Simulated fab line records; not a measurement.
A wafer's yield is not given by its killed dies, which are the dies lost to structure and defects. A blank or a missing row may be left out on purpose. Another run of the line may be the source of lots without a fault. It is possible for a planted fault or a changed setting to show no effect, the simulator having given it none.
A lot that was struck, set against a sound lot + flow sky130 + 17 out of 708 route steps
Sound: wafers L405.1, L405.3, L405.4. Struck: wafers L413.2, L413.3, L413.5. The cause comes at the end.
Per side, at each step with rows, come the tool, then ch with its chambers, and then its first start. Under that, the readings that differ: sound wafers + struck wafers + difference of the means + sigmas: that difference in standard deviations of wafers without a fault.
alike: readings whose means differ by less than 2 such deviations, and words and numbers that are the same on both sides. not compared: withheld readings, readings that some wafer has no value for, bounds like >300 that may hide the same value, and numbers for which the record gives no deviation and whose values overlap.
A row with sigmas, a row that says differs or no value, or rows on one side alone: a step with any of these is where the two part. Non-overlapping numbers with no deviation appear without sigmas and do not part them. A reading that every wafer of one side lacks parts them only if that side has two wafers or more.

SKY_VT_ADJUST_LVTN_OVL_MEAS_07:
  sound on overlay-02, day 8 18:44; struck on overlay-01, day 10 23:07
  alike: VT_ADJUST_LVTN_OVL
after that, 1 step had no rows for these wafers: SKY_VT_ADJUST_LVTN_IMPLANT_08.
SKY_VT_ADJUST_LVTN_STRIP_09: strips in O2/N2.
  sound on plasma asher-03 ch 0,1, day 8 18:55; struck on plasma asher-04 ch 0,1, day 10 23:18
  alike: drypump motor current A, oes product au, strip time to endpoint s
  not compared: rf hours counter h
SKY_VT_ADJUST_LVTN_TW_MEAS_10:
  sound on film metro-02, day 8 19:01; struck on film metro-01, day 10 23:25
  alike: VT_ADJUST_LVTN_TW
then, 7 steps without rows for these wafers: SKY_VT_ADJUST_LVTN_DEHYDRATE_11 (time 60 s); SKY_VT_ADJUST_LVTN_HMDS_12 (prime time 60 s); SKY_VT_ADJUST_LVTN_COAT_13 (resist thk 1140 nm); SKY_VT_ADJUST_LVTN_SOFTBAKE_14 (time 60 s); SKY_VT_ADJUST_LVTN_EXPOSE_15 (exposes mask HVN STD DERIVED, target cd 600 nm); SKY_VT_ADJUST_LVTN_PEB_16; SKY_VT_ADJUST_LVTN_DEVELOP_17 (develop time 60 s).
SKY_VT_ADJUST_LVTN_OVL_MEAS_18:
  sound on overlay-02, day 9 16:47; struck on overlay-02, day 11 23:34
  alike: VT_ADJUST_LVTN_01_OVL
SKY_VT_ADJUST_LVTN_IMPLANT_19:
  sound on implanter-03 ch 0, day 9 16:49; struck on implanter-02 ch 0, day 12 00:07
SKY_VT_ADJUST_LVTN_STRIP_20: strips in O2/N2.
  sound on plasma asher-01 ch 0,1, day 9 16:58; struck on plasma asher-01 ch 1, day 12 00:19
  alike: drypump motor current A, oes product au, strip time to endpoint s
  not compared: rf hours counter h
SKY_VT_ADJUST_LVTN_TW_MEAS_21:
  sound on film metro-02, day 9 17:04; struck on film metro-02, day 12 00:25
| reading             | sound             | struck            | difference | sigmas |
|---------------------|-------------------|-------------------|------------|--------|
| VT_ADJUST_LVTN_2_TW | 189.1 191.4 188.9 | 230.7 231.0 230.1 | +40.8      | +18    |
then, 1 step without rows for these wafers: SKY_VT_ADJUST_NCORE_DEHYDRATE_00 (time 60 s).
-- a jump in the record: the struck wafers' starts before and after are 38 days apart (it breaks off in module VT_ADJUST_NCORE and resumes in module PAD_OPEN, where the first step shown is number 708 of the route) --
SKY_PAD_OPEN_PROBE_99:
  sound on prober-02, day 48 04:28; struck on prober-01, day 50 02:17
| reading                                    | sound                         | struck                        | difference | sigmas |
|--------------------------------------------|-------------------------------|-------------------------------|------------|--------|
| killed at contacts                         | 20 28 25                      | 34 35 38                      | +11        | +2     |
| model.etest.nfet_16v.r on ohm um           | 1.394e+04 1.408e+04 1.403e+04 | 1.431e+04 1.427e+04 1.431e+04 | +2.800e+02 |        |
| model.etest.res pwell under gate.rs ohm sq | 2299 2280 2282                | 2174 2179 2180                | -109       |        |
| model.etest.tip_n_5v.rs ohm sq             | 1382 1391 1379                | 1451 1459 1454                | +71        |        |
| model.etest.nfet g5v0d10v5.drive ua um     | 611.5 605.7 611.3             | 575.9 584.3 584.1             | -28.1      |        |
| model.etest.nfet_16v.drive ua um           | 221.5 221.3 222.2             | 208.5 209.7 210.9             | -12.0      |        |
| model.etest.pfet_16v.drive ua um           | 241.1 239.2 242.9             | 252.8 251.7 257.1             | +12.8      |        |
  alike: killed_at_M0_to_M3, killed_at_M4_up, killed at front end, killed at other, killed dies, killed open, killed short
  not compared: model.etest.pfet_16v.r on ohm um, model.etest.nfet g5v0d10v5.r on ohm um

WHERE THEY PART
Earliest at SKY_VT_ADJUST_LVTN_TW_MEAS_21; latest, in this record, at SKY_PAD_OPEN_PROBE_99.

WHY: what had been put in by the simulator
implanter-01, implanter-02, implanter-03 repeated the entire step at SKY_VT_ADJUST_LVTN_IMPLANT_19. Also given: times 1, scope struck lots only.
